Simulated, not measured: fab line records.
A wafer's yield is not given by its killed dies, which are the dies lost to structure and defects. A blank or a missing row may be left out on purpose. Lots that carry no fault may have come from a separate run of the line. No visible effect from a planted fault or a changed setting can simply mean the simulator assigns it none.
fab line records	flow sky130
[record] lots = 10	wafers = 29	lastDay = 50
route steps=708 shown LI_CONTACT@378 CONTACT@406 METAL2@485
lots that met no fault: from a run of the same line without faults
startH: hours from the record's opening day to when the first of the lot's shown wafers began	waitH: hours elapsed since this lot's preceding step	" same as the row above	L1.1+2: a row that stands for several wafers	- no value, or no start was given	* or withheld: withheld	< > ~ a bound
route shown NAME@n: a module of which the file shows steps, and the number in the route of the first	usual: mean and standard deviation over wafers with no fault	same: alike in all rows	chamber/n: place in a boat	sites: the reading at each site	_std_site: standard deviation across them	_edge_site: inner sites' mean taken away from outer sites' mean	radiusMm: how far each site lies from the wafer's centre	mask NAME#n: copy n	behind: the last tool/chamber to shape the wafer	hold: cause of the lot's hold/its duration in hours/its outcome	device: names the non-switching transistor (n, p or np)	end of line: tests of these same wafers at the route's end	a step without rows: its recipe alone	killed: the dies lost at the first sort to structure and to defects; this is not the yield of the wafer	map: a wafer's dies, marking killed ones x, the rest . and places with no die _
set.NAME: the setting that was run; set.NAME@STEP: the one run at that earlier step	model.NAME: the simulator's own value behind a step, which no gauge read
route steps across a sampled set of lots; one table per step, one row per wafer
services: when a tool's chamber went out of use (startH, in hours from the record's first day, below 0 if earlier), for how many hours, and the reason
[[steps]]
[step SKY_LI_CONTACT_STRIP_16]
[recipe] chemistry = O2/N2	powerW = 1400	pressureMtorr = 1500	platenTempC = withheld	o2FlowSccm = 3000	n2FlowSccm = 300	overashFraction = 0.5
[usual] drypumpMotorCurrentA = 5.8/0.48	n2FlowSccm = 300.1/0.78	oesProductAu = 0.376/0.0049	stripTimeToEndpointS = 3.52/0.03
lot.wafer	tool	chamber	startH	waitH	drypumpMotorCurrentA	n2FlowSccm	oesProductAu	rfHoursCounterH	stripTimeToEndpointS
L294.2	plasmaAsher-01	1	656.76	-	6.6	300.1	0.369	96	3.55
L294.4	"	0	"	"	5.5	298.8	0.376	-	3.54
L294.6	"	1	"	"	6.6	300.6	0.381	-	3.52
L297.1	plasmaAsher-01	0	693.87	-	5.6	299.8	0.373	100	3.58
L297.3	"	1	"	"	6.6	300.5	0.382	-	3.53
L297.4	"	0	"	"	5.6	300.9	0.380	-	3.51
L298.1	plasmaAsher-03	0	701.87	-	5.2	299.6	0.376	55	3.48
L298.2	"	1	"	"	5.6	299.8	0.384	55	3.49
L298.6	"	1	"	"	5.6	299.6	0.378	-	3.52
L299.2	plasmaAsher-02	1	703.56	-	6.1	299.2	0.388	90	3.59
L299.4	"	1	"	"	6.1	300.2	0.373	-	3.54
L299.5	"	1	"	"	6.1	300.1	0.380	-	3.55
L306.1	plasmaAsher-03	0	762.77	-	5.2	301.5	0.380	62	3.50
L306.2	"	1	"	"	5.6	300.7	0.374	62	3.54
L306.3	"	0	"	"	5.2	301.3	0.376	-	3.56
L307.1	plasmaAsher-02	1	789.07	-	6.1	298.8	0.375	97	3.50
L307.3	"	0	"	"	6.0	299.5	0.377	-	3.51
L307.5	"	0	"	"	6.0	300.0	0.377	-	3.51
L309.2	plasmaAsher-02	0	817.12	-	6.0	301.4	0.376	100	3.49
L309.5	"	0	"	"	6.0	301.1	0.372	-	3.54
L309.6	"	1	"	"	6.1	300.9	0.377	-	3.54
L310.1	plasmaAsher-01	1	829.88	-	6.6	299.4	0.380	9	3.52
L310.2	"	0	"	"	5.5	300.2	0.382	9	3.52
L317.1	plasmaAsher-03	1	865.72	-	5.6	300.7	0.377	72	3.43
L317.3	"	1	"	"	5.5	301.0	0.371	-	3.48
L317.6	"	1	"	"	5.6	301.2	0.377	-	3.48
L316.3	plasmaAsher-01	1	870.70	-	6.6	300.1	0.375	-	3.52
L316.4	"	0	"	"	5.6	299.2	0.378	-	3.53
L316.5	"	0	"	"	5.6	299.0	0.376	-	3.45
[step SKY_CONTACT_CVD_00]
[recipe] material = Si3N4	targetThkNm = 75	tempC = 400	timeS = withheld	rfW = 450
[usual] heaterPowerW = 749/79
lot.wafer	tool	chamber	startH	waitH	heaterPowerW
L294.2	pecvd-04	1	687.05	0.0	724
L294.4	"	2	"	"	791
L294.6	"	1	"	"	731
L297.1	pecvd-02	1	723.60	0.0	684
L297.3	"	0	"	"	727
L297.4	"	0	"	"	713
L298.1	pecvd-03	1	731.33	0.0	788
L298.2	"	2	"	"	767
L298.6	"	0	"	"	736
L299.2	pecvd-02	2	733.15	0.0	832
L299.4	"	0	"	"	592
L299.5	"	1	"	"	710
L306.1	pecvd-04	1	790.98	0.0	826
L306.2	"	0	"	"	899
L306.3	"	2	"	"	718
L307.1	pecvd-02	1	817.60	0.0	646
L307.3	"	2	"	"	892
L307.5	"	2	"	"	859
L309.2	pecvd-03	2	845.15	0.0	762
L309.5	"	1	"	"	812
L309.6	"	2	"	"	762
L310.1	pecvd-02	0	857.44	0.0	631
L310.2	"	2	"	"	829
L317.1	pecvd-02	1	893.34	0.0	656
L317.3	"	0	"	"	742
L317.6	"	0	"	"	734
L316.3	pecvd-04	2	898.54	0.0	789
L316.4	"	1	"	"	709
L316.5	"	0	"	"	866
[step SKY_CONTACT_ETCH_18]
[recipe] target = Si3N4	chemistry = CHF3/O2	stopOn = TiN	sourceW = 600	biasW = 200	pressureMtorr = 40	chf3FlowSccm = 50	O2_flow_sccm = 5	timeS = 39	targetDepthA = 750
[usual] O2_flow_sccm = 5.000/0.014	drypumpMotorCurrentA = 5.7/0.4	oesProductAu = 0.855/0.0074	throttleValvePct = 8.793/0.0094
lot.wafer	tool	chamber	startH	waitH	O2_flow_sccm	drypumpMotorCurrentA	oesProductAu	rfHoursCounterH	throttleValvePct
L294.2	rieDiel-04	3	-	-	4.995	5.6	0.852	33	8.781
L294.4	"	1	"	"	5.009	6.0	0.856	40	8.803
L294.6	"	2	"	"	5.003	5.4	0.855	-	8.791
L297.1	rieDiel-02	2	-	-	5.007	5.9	0.865	8	8.788
L297.3	"	0	"	"	5.008	6.4	0.855	50	8.803
L297.4	"	0	"	"	5.007	6.4	0.865	-	8.794
L298.1	rieDiel-01	2	-	-	5.015	4.7	0.855	13	8.801
L298.2	"	3	"	"	5.008	5.7	0.853	43	8.798
L298.6	"	3	"	"	5.004	5.7	0.869	-	8.798
L299.2	rieDiel-02	2	-	-	4.986	6.0	0.864	8	8.797
L299.4	"	1	"	"	5.006	6.3	0.863	-	8.785
L299.5	"	2	"	"	4.981	6.0	0.868	-	8.803
L306.1	rieDiel-04	2	-	-	4.989	5.3	0.840	10	8.809
L306.2	"	0	"	"	4.985	5.9	0.848	22	8.804
L306.3	"	3	"	"	4.955	5.6	0.845	36	8.795
L307.1	rieDiel-04	1	-	-	4.993	6.0	0.854	2	8.801
L307.3	"	2	"	"	4.988	5.3	0.850	11	8.789
L307.5	"	2	"	"	4.996	5.3	0.858	-	8.802
L309.2	rieDiel-04	0	-	-	5.032	5.9	0.851	24	8.804
L309.5	"	3	"	"	4.990	5.6	0.859	-	8.797
L309.6	"	0	"	"	5.024	5.9	0.867	-	8.802
L310.1	rieDiel-04	1	-	-	5.015	6.0	0.850	3	8.793
L310.2	"	2	"	"	5.003	5.3	0.851	12	8.792
L317.1	rieDiel-04	1	-	-	4.994	6.0	0.856	4	8.793
L317.3	"	3	"	"	5.009	5.6	0.841	2	8.804
L317.6	"	1	"	"	5.005	6.0	0.850	-	8.810
L316.3	rieDiel-04	1	-	-	5.006	6.0	0.840	4	8.787
L316.4	"	3	"	"	4.990	5.6	0.858	-	8.791
L316.5	"	0	"	"	5.011	6.0	0.859	-	8.799
[step SKY_METAL2_SPUTTER_02]
[recipe] material = AlCu	targetThkNm = 250	powerW = 10600	timeS = 13.3	chamberPressurePa = 0.4
[usual] throttleValvePct = 30.3/1.2
lot.wafer	tool	chamber	startH	waitH	throttleValvePct
L294.2	pvdSputter-03	-	774.62	0.0	32.3
L294.4	"	-	"	"	30.6
L294.6	"	-	"	"	29.1
L297.1	pvdSputter-03	-	810.17	0.0	30.3
L297.3	"	-	"	"	30.7
L297.4	"	-	"	"	29.0
L298.1	pvdSputter-02	-	817.00	0.0	31.4
L298.2	"	-	"	"	31.1
L298.6	"	-	"	"	31.2
L299.2	pvdSputter-03	-	818.99	0.0	32.3
L299.4	"	-	"	"	30.7
L299.5	"	-	"	"	32.3
L306.1	pvdSputter-02	-	875.30	0.0	30.8
L306.2	"	-	"	"	28.2
L306.3	"	-	"	"	29.2
L307.1	pvdSputter-04	-	901.22	0.0	29.5
L307.3	"	-	"	"	29.3
L307.5	"	-	"	"	29.6
L309.2	pvdSputter-03	-	928.54	0.0	31.0
L309.5	"	-	"	"	30.6
L309.6	"	-	"	"	30.5
L310.1	pvdSputter-03	-	940.04	0.0	29.4
L310.2	"	-	"	"	32.4
L317.1	pvdSputter-04	-	973.35	0.0	29.3
L317.3	"	-	"	"	30.4
L317.6	"	-	"	"	29.2
L316.3	pvdSputter-04	-	979.33	0.0	29.5
L316.4	"	-	"	"	30.1
L316.5	"	-	"	"	29.5
[step SKY_METAL2_RS_MEAS_05]
[recipe] thkMeasGauge = four-point-probe	reads = TiN_of_METAL2_SPUTTER_04+Ti_of_METAL2_SPUTTER_03+AlCu_of_METAL2_SPUTTER_02+TiN_of_METAL2_SPUTTER_01+Ti_of_METAL2_SPUTTER_00
[usual] METAL2_ALCU_RS = 0.1265/0.0014
lot.wafer	tool	chamber	startH	waitH	METAL2_ALCU_RS[ohm/sq]
L294.2	filmMetro-04	-	774.73	0.0	0.1262
L294.4	"	-	"	"	0.1259
L294.6	"	-	"	"	0.1257
L297.1	filmMetro-03	-	810.26	0.0	0.1270
L297.3	"	-	"	"	0.1268
L297.4	"	-	"	"	0.1267
L298.1	filmMetro-04	-	817.09	0.0	0.1257
L298.2	"	-	"	"	0.1288
L298.6	"	-	"	"	0.1279
L299.2	filmMetro-04	-	819.10	0.0	0.1280
L299.4	"	-	"	"	0.1282
L299.5	"	-	"	"	0.1281
L306.1	filmMetro-04	-	875.39	0.0	0.1276
L306.2	"	-	"	"	0.1254
L306.3	"	-	"	"	0.1244
L307.1	filmMetro-01	-	901.32	0.0	0.1258
L307.3	"	-	"	"	0.1265
L307.5	"	-	"	"	0.1257
L309.2	filmMetro-03	-	928.65	0.0	0.1257
L309.5	"	-	"	"	0.1253
L309.6	"	-	"	"	0.1250
L310.1	filmMetro-03	-	940.13	0.0	0.1210
L310.2	"	-	"	"	0.1258
L317.1	filmMetro-04	-	973.44	0.0	0.1250
L317.3	"	-	"	"	0.1272
L317.6	"	-	"	"	0.1255
L316.3	filmMetro-01	-	979.47	0.1	0.1256
L316.4	"	-	"	"	0.1263
L316.5	"	-	"	"	0.1250
[step SKY_METAL2_THK_MEAS_06]
[recipe] thkMeasGauge = xrf	reads = AlCu_of_METAL2_SPUTTER_02
[usual] METAL2_ALCU_THK = 246.6/2.9
lot.wafer	tool	chamber	startH	waitH	METAL2_ALCU_THK[nm]
L294.2	filmMetro-04	-	774.84	0.1	250.2
L294.4	"	-	"	"	249.2
L294.6	"	-	"	"	248.3
L297.1	filmMetro-03	-	810.38	0.1	245.9
L297.3	"	-	"	"	243.1
L297.4	"	-	"	"	244.6
L298.1	filmMetro-04	-	817.21	0.1	250.6
L298.2	"	-	"	"	244.6
L298.6	"	-	"	"	248.2
L299.2	filmMetro-04	-	819.21	0.1	245.9
L299.4	"	-	"	"	246.2
L299.5	"	-	"	"	246.6
L306.1	filmMetro-04	-	875.51	0.1	245.1
L306.2	"	-	"	"	249.0
L306.3	"	-	"	"	249.1
L307.1	filmMetro-01	-	901.44	0.1	246.4
L307.3	"	-	"	"	245.7
L307.5	"	-	"	"	246.9
L309.2	filmMetro-03	-	928.76	0.1	247.8
L309.5	"	-	"	"	249.2
L309.6	"	-	"	"	249.7
L310.1	filmMetro-03	-	940.25	0.1	258.0
L310.2	"	-	"	"	246.0
L317.1	filmMetro-04	-	973.56	0.1	249.9
L317.3	"	-	"	"	245.7
L317.6	"	-	"	"	249.7
L316.3	filmMetro-01	-	979.57	0.1	247.8
L316.4	"	-	"	"	245.9
L316.5	"	-	"	"	249.1
[[services]]
tool	chamber	startH	hours	kind
pecvd-02	0	658.80	2.0	repair
pvdSputter-04	-	669.84	3.5	repair
rieDiel-04	1	686.60	4.1	repair
pecvd-02	0	692.19	17.0	repair
pecvd-04	-	694.22	1.0	repair
plasmaAsher-01	-	697.61	1.4	repair
plasmaAsher-01	-	733.75	9.0	pm
pecvd-02	-	738.06	2.8	pm
plasmaAsher-02	-	743.12	15.6	pm
rieDiel-04	-	745.67	20.2	repair
pvdSputter-04	-	771.78	50.9	repair
plasmaAsher-01	-	780.32	0.9	repair
pvdSputter-04	-	790.78	3.9	repair
pvdSputter-04	-	797.89	3.4	repair
pecvd-04	-	798.36	6.0	pm
plasmaAsher-03	-	826.88	6.9	repair
pvdSputter-03	-	852.90	2.4	repair
plasmaAsher-02	-	856.33	5.3	repair
pvdSputter-03	-	859.39	0.8	repair
pecvd-04	-	878.56	1.8	repair
plasmaAsher-02	-	882.39	11.8	repair
rieDiel-04	2	918.76	6.1	repair
pecvd-02	-	946.75	0.5	repair
pecvd-02	2	948.69	9.8	repair
[[key]]
[firstSign] step = SKY_METAL2_RS_MEAS_05	reading = METAL2_ALCU_RS	direction = down	sigmas = 4	usual = 0.1265	struck = 0.1210
[effect] step = SKY_METAL2_THK_MEAS_06	reading = METAL2_ALCU_THK	direction = up	sigmas = 3.9	usual = 246.6	struck = 258.0
metAt SKY_METAL2_SPUTTER_02
struckLots L310
struckWafers L310.1
notActingAt SKY_LI_CONTACT_STRIP_16,SKY_CONTACT_CVD_00,SKY_CONTACT_ETCH_18
onsetBetween 928.54 940.04
[fault] kind = processParameterDrift	tool = pvdSputter-03	chamber = -	onsetH = 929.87	steps = SKY_METAL2_SPUTTER_02	channel = timeS	offset = *	shape = step	endH = 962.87	scope = struckWafersOnly	actsIn = *	stated = *
